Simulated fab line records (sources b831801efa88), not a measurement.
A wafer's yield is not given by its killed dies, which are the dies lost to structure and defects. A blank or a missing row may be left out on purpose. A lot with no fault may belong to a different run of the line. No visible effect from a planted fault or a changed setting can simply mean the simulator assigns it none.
fab line records    flow sky130
record: lots: 14  wafers: 42  lastDay: 50
route steps=708 shown SD_P@327 RES_XHIGH@339 LI_CONTACT@374
lots with no fault: from the same line, run without faults
startH: start of the lot's first displayed wafer, in hours after the record's first day    waitH: how many hours have passed since the lot's step before this one    " as in the row above    L1.1+2: a single row standing in for several wafers    - no value, or no start given    * or withheld: withheld    < > ~ a bound
route shown NAME@n: NAME is a module with steps in the file, n the number in the route of the first one    usual: mean/standard deviation of fault-free wafers    same: alike in all rows    chamber/n: place in a boat    sites: readings site by site    _std_site: the values' standard deviation    _edge_site: outer sites' mean less inner sites'    radiusMm: for every site, how far away it sits from the centre of the wafer    mask NAME#n: copy n    behind: the tool/chamber that last shaped the wafer    hold: why the lot went on hold/how many hours it stayed there/how the hold came to an end    device: the transistor (n, p or np) that didn't switch    end of line: tests run on the same wafers once the route is complete    a step with no rows: only its recipe    killed: the dies lost at the first sort to structure and to defects; this is not the yield of the wafer    map: dies across one wafer; x = killed, . = not, _ = none there
set.NAME: the setting that was run; set.NAME@STEP: the one run at that earlier step    model.NAME: the simulator's own value behind a step, which no gauge read
one table for each step of the route and one row for each wafer, over a sample of lots
services: a tool's chamber out of use, with start hour (startH, from the record's first day; less than 0 if before it), hours out, and reason
== steps ==
step: SKY_SD_P_CD_MEAS_07
recipe: targetCdNm: 380
usual: cdNm: 379.2/2.7
lot.wafer  tool      chamber  startH  waitH  cdNm
L211.1     cdSem-01  -        592.80  0.1    379.8
L211.2     "         -        "       "      381.5
L211.5     "         -        "       "      378.5
L213.2     cdSem-02  -        614.77  0.1    377.2
L213.4     "         -        "       "      380.8
L213.5     "         -        "       "      380.9
L214.2     cdSem-01  -        630.55  0.1    378.0
L214.3     "         -        "       "      379.0
L214.5     "         -        "       "      378.2
L216.2     cdSem-02  -        633.87  0.1    377.3
L216.4     "         -        "       "      377.4
L216.5     "         -        "       "      375.1
L215.2     cdSem-01  -        639.75  0.1    376.0
L215.3     "         -        "       "      376.0
L215.5     "         -        "       "      372.9
L220.1     cdSem-01  -        681.75  0.1    381.2
L220.5     "         -        "       "      382.3
L220.6     "         -        "       "      382.8
L221.1     cdSem-02  -        688.90  0.1    376.9
L221.3     "         -        "       "      378.3
L221.5     "         -        "       "      377.1
L223.1     cdSem-01  -        697.75  0.1    377.6
L223.3     "         -        "       "      377.9
L223.5     "         -        "       "      378.9
L227.1     cdSem-02  -        730.98  0.1    383.0
L227.4     "         -        "       "      383.6
L227.5     "         -        "       "      382.2
L229.1     cdSem-01  -        743.18  0.1    379.0
L229.2     "         -        "       "      380.9
L229.4     "         -        "       "      379.9
L230.1     cdSem-02  -        755.20  0.1    380.3
L230.2     "         -        "       "      379.6
L230.6     "         -        "       "      378.4
L232.1     cdSem-01  -        768.75  0.1    374.5
L232.3     "         -        "       "      374.6
L232.5     "         -        "       "      378.0
L233.1     cdSem-01  -        771.65  0.1    378.9
L233.5     "         -        "       "      379.2
L233.6     "         -        "       "      376.9
L234.2     cdSem-01  -        772.90  0.1    378.6
L234.3     "         -        "       "      379.5
L234.4     "         -        "       "      380.5
step: SKY_SD_P_OVL_MEAS_08
usual: SD_P_OVL: 1.3/1.3
lot.wafer  tool        chamber  startH  waitH  SD_P_OVL[nm]
L211.1     overlay-01  -        592.92  0.1    2.1
L211.2     "           -        "       "      3.3
L211.5     "           -        "       "      0.3
L213.2     overlay-01  -        614.88  0.1    0.1
L213.4     "           -        "       "      0.4
L213.5     "           -        "       "      1.8
L214.2     overlay-02  -        630.66  0.1    1.4
L214.3     "           -        "       "      -0.6
L214.5     "           -        "       "      -0.3
L216.2     overlay-01  -        633.97  0.1    1.0
L216.4     "           -        "       "      2.0
L216.5     "           -        "       "      2.3
L215.2     overlay-02  -        639.86  0.1    0.3
L215.3     "           -        "       "      1.7
L215.5     "           -        "       "      2.2
L220.1     overlay-02  -        681.87  0.1    -0.1
L220.5     "           -        "       "      0.2
L220.6     "           -        "       "      0.5
L221.1     overlay-01  -        689.02  0.1    1.8
L221.3     "           -        "       "      3.2
L221.5     "           -        "       "      2.5
L223.1     overlay-02  -        697.87  0.1    1.3
L223.3     "           -        "       "      2.6
L223.5     "           -        "       "      2.9
L227.1     overlay-01  -        731.10  0.1    0.9
L227.4     "           -        "       "      -0.1
L227.5     "           -        "       "      2.6
L229.1     overlay-02  -        743.30  0.1    1.1
L229.2     "           -        "       "      0.6
L229.4     "           -        "       "      2.6
L230.1     overlay-02  -        755.32  0.1    0.5
L230.2     "           -        "       "      0.8
L230.6     "           -        "       "      0.3
L232.1     overlay-02  -        768.87  0.1    -0.9
L232.3     "           -        "       "      -0.6
L232.5     "           -        "       "      -0.6
L233.1     overlay-01  -        771.77  0.1    1.8
L233.5     "           -        "       "      1.9
L233.6     "           -        "       "      0.3
L234.2     overlay-02  -        773.01  0.1    2.4
L234.3     "           -        "       "      1.7
L234.4     "           -        "       "      0.9
step: SKY_RES_XHIGH_IMPLANT_07
recipe: species: BF2  energyKev: 20  doseCm2: 3.6e+14  tiltDeg: 0
lot.wafer   tool          chamber  startH  waitH
L211.1+2+5  implanter-02  0        622.43  0.1
L213.2+4+5  implanter-04  0        644.28  0.1
L214.2+3+5  implanter-02  0        659.63  0.1
L216.2+4+5  implanter-02  0        662.95  0.1
L215.2+3+5  implanter-02  0        668.78  0.1
L220.1+5+6  implanter-04  0        710.25  0.1
L221.1+3+5  implanter-04  0        717.48  0.1
L223.1+3+5  implanter-04  0        725.90  0.1
L227.1+4+5  implanter-02  0        759.93  0.1
L229.1+2+4  implanter-02  0        771.95  0.1
L230.1+2+6  implanter-04  0        783.75  0.1
L232.1+3+5  implanter-03  0        796.40  0.1
L233.1+5+6  implanter-03  0        799.00  0.1
L234.2+3+4  implanter-04  0        800.73  0.1
step: SKY_SD_N_RS_MEAS_18
recipe: thkMeasGauge: four-point-probe
usual: RES_XHIGH_RS: 333.4/1.4
lot.wafer  tool          chamber  startH  waitH  RES_XHIGH_RS[ohm/sq]
L211.1     filmMetro-03  -        652.28  0.1    333.4
L211.2     "             -        "       "      332.4
L211.5     "             -        "       "      332.1
L213.2     filmMetro-01  -        674.33  0.1    332.1
L213.4     "             -        "       "      333.1
L213.5     "             -        "       "      332.5
L214.2     filmMetro-01  -        689.69  0.1    331.7
L214.3     "             -        "       "      332.5
L214.5     "             -        "       "      332.5
L216.2     filmMetro-03  -        692.53  0.1    331.0
L216.4     "             -        "       "      332.1
L216.5     "             -        "       "      332.2
L215.2     filmMetro-01  -        698.58  0.1    334.4
L215.3     "             -        "       "      334.3
L215.5     "             -        "       "      335.3
L220.1     filmMetro-03  -        739.62  0.1    355.0
L220.5     "             -        "       "      354.0
L220.6     "             -        "       "      353.1
L221.1     filmMetro-04  -        747.41  0.1    355.2
L221.3     "             -        "       "      354.7
L221.5     "             -        "       "      353.3
L223.1     filmMetro-01  -        755.16  0.1    355.3
L223.3     "             -        "       "      354.5
L223.5     "             -        "       "      354.5
L227.1     filmMetro-01  -        788.42  0.1    333.8
L227.4     "             -        "       "      333.6
L227.5     "             -        "       "      334.0
L229.1     filmMetro-04  -        799.71  0.1    336.1
L229.2     "             -        "       "      335.4
L229.4     "             -        "       "      335.2
L230.1     filmMetro-01  -        812.27  0.1    331.6
L230.2     "             -        "       "      334.3
L230.6     "             -        "       "      333.1
L232.1     filmMetro-03  -        824.66  0.1    335.5
L232.3     "             -        "       "      334.7
L232.5     "             -        "       "      335.3
L233.1     filmMetro-01  -        827.38  0.1    335.4
L233.5     "             -        "       "      334.5
L233.6     "             -        "       "      334.1
L234.2     filmMetro-03  -        828.73  0.1    335.5
L234.3     "             -        "       "      336.5
L234.4     "             -        "       "      335.2
step: SKY_LI_CONTACT_CD_MEAS_12
recipe: targetCdNm: 170
usual: cdNm: 169.7/1.7
lot.wafer  tool      chamber  startH  waitH  cdNm
L211.1     cdSem-01  -        681.13  -      166.3
L211.2     "         -        "       "      165.5
L211.5     "         -        "       "      167.0
L213.2     cdSem-01  -        703.25  -      168.6
L213.4     "         -        "       "      167.0
L213.5     "         -        "       "      169.0
L214.2     cdSem-02  -        718.60  -      168.7
L214.3     "         -        "       "      168.5
L214.5     "         -        "       "      170.1
L216.2     cdSem-01  -        721.00  -      168.7
L216.4     "         -        "       "      166.9
L216.5     "         -        "       "      169.5
L215.2     cdSem-02  -        727.52  -      171.7
L215.3     "         -        "       "      172.1
L215.5     "         -        "       "      171.6
L220.1     cdSem-01  -        768.28  -      167.4
L220.5     "         -        "       "      169.0
L220.6     "         -        "       "      168.0
L221.1     cdSem-02  -        775.88  -      167.9
L221.3     "         -        "       "      166.2
L221.5     "         -        "       "      165.9
L223.1     cdSem-01  -        783.88  -      170.6
L223.3     "         -        "       "      170.6
L223.5     "         -        "       "      169.4
L227.1     cdSem-01  -        816.00  -      170.5
L227.4     "         -        "       "      170.8
L227.5     "         -        "       "      170.6
L229.1     cdSem-01  -        827.23  -      168.8
L229.2     "         -        "       "      169.3
L229.4     "         -        "       "      169.5
L230.1     cdSem-02  -        840.23  -      171.1
L230.2     "         -        "       "      170.5
L230.6     "         -        "       "      170.3
L232.1     cdSem-02  -        850.83  -      171.0
L232.3     "         -        "       "      171.3
L232.5     "         -        "       "      172.1
L233.1     cdSem-01  -        854.33  -      170.4
L233.5     "         -        "       "      170.6
L233.6     "         -        "       "      169.2
L234.2     cdSem-02  -        855.35  -      170.7
L234.3     "         -        "       "      170.7
L234.4     "         -        "       "      171.7
== services ==
tool          chamber  startH  hours  kind
implanter-02  -        601.50  2.8    repair
implanter-03  -        677.84  0.7    repair
implanter-03  -        678.38  2.8    repair
implanter-03  -        691.46  1.2    repair
implanter-03  -        718.68  3.6    pm
implanter-02  -        752.67  4.6    pm
implanter-03  -        769.53  5.4    pm
implanter-04  -        774.41  1.9    repair
== key ==
firstSign: step: SKY_SD_N_RS_MEAS_18  reading: RES_XHIGH_RS  direction: up  sigmas: 15  usual: 333.4  struck: 354.4
effect none on later readings
metAt SKY_RES_XHIGH_IMPLANT_07
struckLots L220,L221,L223
testerLeftOut L220,L221,L223
notActingAt SKY_SD_P_CD_MEAS_07,SKY_SD_P_OVL_MEAS_08,SKY_LI_CONTACT_CD_MEAS_12
onsetBetween 644.28 710.25
fault: kind: processParameterDrift  tool: implanter-04  chamber: -  onsetH: 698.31  steps: SKY_RES_XHIGH_IMPLANT_07  channel: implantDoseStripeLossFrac  offset: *  shape: step  endH: 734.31
testerLeftOut: of these lots the tester's yield and bins aren't shown, on N5 and GAA mostly nor the transistor test; their killed dies are dies lost to structure and defects alone, not to doping, threshold or leakage, so they don't give the yield
